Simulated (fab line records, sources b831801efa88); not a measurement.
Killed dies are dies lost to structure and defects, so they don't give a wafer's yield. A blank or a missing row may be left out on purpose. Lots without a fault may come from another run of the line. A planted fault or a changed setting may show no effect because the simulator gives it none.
Which tool did it? | flow gf180mcu | 12 lots, 36 wafers sampled, at 4 steps of a route of 602

WHAT THE GAUGES READ, wafer by wafer
GF_M4_CD_MEAS_14: target cd 280 nm. Usual: cd_nm 279.9 nm, standard deviation 1.2.
lot  | measured     | on        | cd_nm (nm)                          | flag
L975 | day 22 18:46 | cd_sem-01 | 279.5 278.4 277.9                   |
L976 | day 23 13:08 | cd_sem-01 | 278.9 280.4 281.2                   |
L978 | day 24 08:22 | cd_sem-02 | 279.5 279.6 279.8                   |
L980 | day 25 05:23 | cd_sem-02 | 280.9 280.3 280.6                   |
L981 | day 25 18:24 | cd_sem-02 | 279.9 281.4 280.6                   |
L982 | day 25 19:24 | cd_sem-02 | 278.3 278.7 277.0                   |
L983 | day 26 16:32 | cd_sem-02 | 280.7 280.5 280.3                   |
L990 | day 28 16:36 | cd_sem-01 | 299.4 299.3 299.5 299.1 299.1 299.3 | OFF
L992 | day 29 00:58 | cd_sem-02 | 297.8 298.7 299.3 298.1 298.5 299.3 | OFF
L993 | day 29 06:57 | cd_sem-01 | 278.3 278.0 278.5                   |
L994 | day 29 10:39 | cd_sem-01 | 280.7 281.4 280.7                   |
L998 | day 30 07:56 | cd_sem-02 | 282.1 280.3 279.4                   |

WHICH TOOL RAN EACH LOT (tool, then ch and the chambers of the sampled wafers, then the start)
lot  | GF_M4_SPUTTER_00             | GF_M4_SPUTTER_04             | GF_M4_PEB_12
L975 | pvd_sputter-01, day 21 19:41 | pvd_sputter-01, day 21 19:52 | litho_track-02 ch 0, day 22 18:25
L976 | pvd_sputter-03, day 22 14:24 | pvd_sputter-03, day 22 14:35 | litho_track-04 ch 0, day 23 12:49
L978 | pvd_sputter-01, day 23 09:46 | pvd_sputter-01, day 23 09:56 | litho_track-04 ch 0, day 24 08:02
L980 | pvd_sputter-03, day 24 07:16 | pvd_sputter-03, day 24 07:26 | litho_track-02 ch 0, day 25 05:02
L981 | pvd_sputter-02, day 24 21:29 | pvd_sputter-02, day 24 21:40 | litho_track-04 ch 0, day 25 18:03
L982 | pvd_sputter-02, day 24 22:44 | pvd_sputter-02, day 24 22:55 | litho_track-01 ch 0, day 25 19:03
L983 | pvd_sputter-03, day 25 19:44 | pvd_sputter-03, day 25 19:55 | litho_track-02 ch 0, day 26 16:11
L990 | pvd_sputter-01, day 27 21:16 | pvd_sputter-01, day 27 21:26 | litho_track-04 ch 0, day 28 16:15
L992 | pvd_sputter-01, day 28 06:12 | pvd_sputter-01, day 28 06:23 | litho_track-04 ch 0, day 29 00:38
L993 | pvd_sputter-03, day 28 11:41 | pvd_sputter-03, day 28 11:52 | litho_track-01 ch 0, day 29 06:36
L994 | pvd_sputter-02, day 28 15:37 | pvd_sputter-02, day 28 15:47 | litho_track-01 ch 0, day 29 10:18
L998 | pvd_sputter-01, day 29 13:41 | pvd_sputter-01, day 29 13:52 | litho_track-02 ch 0, day 30 07:35
- GF_M4_SPUTTER_00: material Ti, target thk 37.5 nm, time 150 s.
- GF_M4_SPUTTER_04: material TiN, target thk 50 nm, time 41.7 s.
- GF_M4_PEB_12: peb time 90 s.

WHAT THE TOOLS THEMSELVES READ (means of the sampled wafers that have a number; where no wafer has one, the mark that the record gives instead)
GF_M4_SPUTTER_00. Usual: throttle_valve_pct 30.2 %, standard deviation 1.2.
lot  | tool           | throttle_valve_pct (%) | flag
L975 | pvd_sputter-01 | 29.0                   |
L976 | pvd_sputter-03 | 29.3                   |
L978 | pvd_sputter-01 | 30.6                   |
L980 | pvd_sputter-03 | 30.8                   |
L981 | pvd_sputter-02 | 31.7                   |
L982 | pvd_sputter-02 | 30.7                   |
L983 | pvd_sputter-03 | 30.7                   |
L990 | pvd_sputter-01 | 29.4                   |
L992 | pvd_sputter-01 | 30.2                   |
L993 | pvd_sputter-03 | 31.0                   |
L994 | pvd_sputter-02 | 30.9                   |
L998 | pvd_sputter-01 | 29.2                   |

GF_M4_SPUTTER_04. Usual: throttle_valve_pct 30.2 %, standard deviation 1.2.
lot  | tool           | throttle_valve_pct (%) | flag
L975 | pvd_sputter-01 | 29.0                   |
L976 | pvd_sputter-03 | 29.5                   |
L978 | pvd_sputter-01 | 30.6                   |
L980 | pvd_sputter-03 | 30.9                   |
L981 | pvd_sputter-02 | 31.6                   |
L982 | pvd_sputter-02 | 30.7                   |
L983 | pvd_sputter-03 | 30.5                   |
L990 | pvd_sputter-01 | 29.3                   |
L992 | pvd_sputter-01 | 30.3                   |
L993 | pvd_sputter-03 | 30.9                   |
L994 | pvd_sputter-02 | 31.0                   |
L998 | pvd_sputter-01 | 29.2                   |

GF_M4_PEB_12. Usual: heater_power_total_W 85.69 W, standard deviation 0.08; plate_temp_C 135.01 C, standard deviation 0.16.
lot  | tool           | heater_power_total_W (W) | plate_temp_C (C) | flag
L975 | litho_track-02 | 85.73                    | 135.02           |
L976 | litho_track-04 | 85.67                    | 134.77           |
L978 | litho_track-04 | 85.67                    | 135.17           |
L980 | litho_track-02 | 85.76                    | 135.02           |
L981 | litho_track-04 | 85.71                    | 135.14           |
L982 | litho_track-01 | 85.78                    | 135.01           |
L983 | litho_track-02 | 85.68                    | 135.01           |
L990 | litho_track-04 | 81.24                    | 129.85           | OFF
L992 | litho_track-04 | 81.23                    | 129.58           | OFF
L993 | litho_track-01 | 85.62                    | 135.16           |
L994 | litho_track-01 | 85.66                    | 134.97           |
L998 | litho_track-02 | 85.69                    | 134.88           |

THE ANSWER, worked out from the rows above alone
Rule: a lot is off if the mean of its wafers that have a number lies more than 3 standard deviations from the usual mean. A lot without any number at a reading at which 4 lots or more have one is off too. The other lots that the step has rows for count as sound. The gauges are gone through in route order, then the tools' own readings, and for those a lot's mean is taken as printed above. The first step at which some lot is off is used, and at that step the reading that is off furthest; a lot without a number counts as furthest.
Off: L990, L992, at GF_M4_CD_MEAS_14 (cd_nm).
A tool fits if, at a process step before that reading, it ran every lot that is off, and no sound lot after the first of them. The gauges at GF_M4_CD_MEAS_14 aren't tried: what is off there is off at GF_M4_PEB_12 too, on other tools, and a gauge's error can't cause that. One fits: litho_track-04 at GF_M4_PEB_12. Its last sound lot is L981 (day 25 18:03), its first lot that is off L990 (day 28 16:15): a fault that began between those two fits.
The tool's own readings at GF_M4_PEB_12 bear it out: on the lots that are off they differ by more than 5 times the standard deviation of the sound lots' means. heater_power_total_W reads 81.23 W there against 85.70 W on the sound lots; plate_temp_C reads 129.72 C there against 135.01 C on the sound lots.

WHAT THE SIMULATOR HAD PUT IN
Process parameter drift: litho_track-04, from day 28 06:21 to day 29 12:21, at GF_M4_PEB_12. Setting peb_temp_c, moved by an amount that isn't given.
Lots struck among those shown: L990, L992. The rule above found the same.
